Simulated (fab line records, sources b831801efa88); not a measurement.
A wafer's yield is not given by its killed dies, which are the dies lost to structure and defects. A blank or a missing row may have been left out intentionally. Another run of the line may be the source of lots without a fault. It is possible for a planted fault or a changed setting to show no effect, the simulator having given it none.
2 desks, one fault ; flow gf180mcu ; every desk sees just its own numbers, and what lay behind them comes last

## METROLOGY DESK
What the gauges read for every lot (on any tool): the sampled wafers with a number, averaged. Marked OUT: a lot whose mean sits more than 4 standard deviations from the usual mean, which makes it out of limits; the brackets give that distance.
Columns: A = DNWELL_TW at GF_DNWELL_TW_MEAS_09, usual 1362; B = HV_LDD_OVL at GF_HV_LDD_OVL_MEAS_08, usual 0.0 nm; C = CONTACT_W_RS at GF_CONTACT_RS_MEAS_25, usual 0.385 ohm/sq
lot;first seen here;A;B;C
L849;day 2 22:46;1388;-0.1;0.390
L851;day 3 07:30;1358;-0.1;0.387
L853;day 3 15:43;1357;1.0;0.387
L855;day 4 01:21;1369;-1.0;0.389
L856;day 4 08:03;1362;0.1;0.382
L857;day 4 12:23;1367;0.1;0.381
L860;day 5 03:14;1350;-0.2;0.388
L861;day 5 09:55;1350;-2.4;0.387
L862;day 5 16:15;1366;0.5;0.385
L863;day 5 19:24;1357;0.8;0.387
L866;day 6 12:14;1201 (-15) OUT;0.7;0.382
L868;day 6 22:36;1360;-1.9;0.386
L869;day 7 03:50;1221 (-13) OUT;-1.0;0.385
This desk's result: L866, L869 out of limits, first on L866 (DNWELL_TW at GF_DNWELL_TW_MEAS_09), day 6 12:14. L849, L851, L853, L855, L856, L857, L860, L861, L862, L863, L868 stayed within limits.

## FOR THE TOOL OWNER'S DESK: implanter-01
For each lot that ran on this tool, the mean over its sampled wafers that have a number, from the tool's own readings at GF_DNWELL_IMPLANT_07. Marked OUT: a lot whose mean sits more than 4 standard deviations from the usual mean, which makes it out of limits; the brackets give that distance.
Columns: A = beam-energy-keV at GF_DNWELL_IMPLANT_07, usual 1500.0; B = dose-ions-cm2 at GF_DNWELL_IMPLANT_07, usual 1e+13; C = faraday-current-uA at GF_DNWELL_IMPLANT_07, usual 56.5
lot;first seen here;A;B;C
L856;day 4 07:48;1499.8;1e+13;57.3
L860;day 5 02:59;1500.3;1e+13;57.2
L863;day 5 19:09;1500.5;1e+13;56.9
L866;day 6 11:59;1499.8;7e+12 (-99 or more) OUT;39.4 (-16) OUT
L869;day 7 03:35;1499.7;7e+12 (-99 or more) OUT;39.1 (-16) OUT
This desk's verdict: out of limits on L866, L869, starting with L866 at day 6 11:59 (dose-ions-cm2 at GF_DNWELL_IMPLANT_07). L856, L860, L863 stayed within limits.

## PUT TOGETHER
At day 6 11:59, on L866, L869, the tool owner's desk was in a position to raise an alarm.
Metrology desk: alarm possible at day 6 12:14 on L866, L869.
Every lot named ran GF_DNWELL_IMPLANT_07 on implanter-01.

## WHAT THE SIMULATOR HAD INSERTED
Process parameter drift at GF_DNWELL_IMPLANT_07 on implanter-01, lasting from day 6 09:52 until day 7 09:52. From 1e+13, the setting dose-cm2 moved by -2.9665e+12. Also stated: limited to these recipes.
Struck lots among those shown: L866, L869.
Delay (hours) between the fault's onset and each desk's first out-of-limits reading: 2 at the tool owner's desk, 2 at the metrology desk.
